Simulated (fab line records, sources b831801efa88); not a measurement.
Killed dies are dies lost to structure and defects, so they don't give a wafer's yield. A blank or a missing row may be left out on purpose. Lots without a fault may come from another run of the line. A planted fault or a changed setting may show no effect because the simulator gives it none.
Chamber matching | flow sky130 | SKY_FIELD_ISO_ETCH_14 on rie_diel-03: 4 sister chambers
The step etches BARC in N2/H2, stops on SiO2, time 45.9 s, target depth 60 nm. 4 wafers are shown with their chamber, then 9 later ones without.

WAFERS WITH THEIR CHAMBER
wafer  | chamber | drypump_motor_current_A (A)
L082.4 | 0       | 5.5
L085.2 | 1       | 5.9
L085.3 | 2       | 6.4
L085.5 | 3       | 6.5

WAFERS WITHOUT THEIR CHAMBER
wafer  | drypump_motor_current_A (A)
L087.3 | 5.9
L087.4 | 6.4
L087.6 | 5.9
L095.2 | 6.4
L095.3 | 6.4
L095.4 | 5.6
L097.1 | 6.5
L097.2 | 6.4
L097.6 | 6.5

WHICH CHAMBER EACH WENT THROUGH
wafer  | from the rows above | in truth
L087.3 | 1                   | 1
L087.4 | 2                   | 2
L087.6 | 1                   | 1
L095.2 | 2                   | 2
L095.3 | 2                   | 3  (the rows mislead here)
L095.4 | 0                   | 0
L097.1 | 3                   | 3
L097.2 | 2                   | 2
L097.6 | 3                   | 3
Placed correctly: 8 of 9. Can't be placed from these rows: 0. Placed wrongly: 1.
How it was worked out, from the rows above alone: a wafer's distance from a chamber is the root of the sum, over the readings, of the square of ((its reading less the chamber's mean) divided by the reading's scatter). The wafer belongs to the nearest chamber; if the next one is less than 2 further off, it can't be placed. A chamber's mean is the mean of its shown wafers. The scatter: with one shown wafer a chamber, the root of the mean of the squares of how far each hidden wafer lies from its nearest shown one.
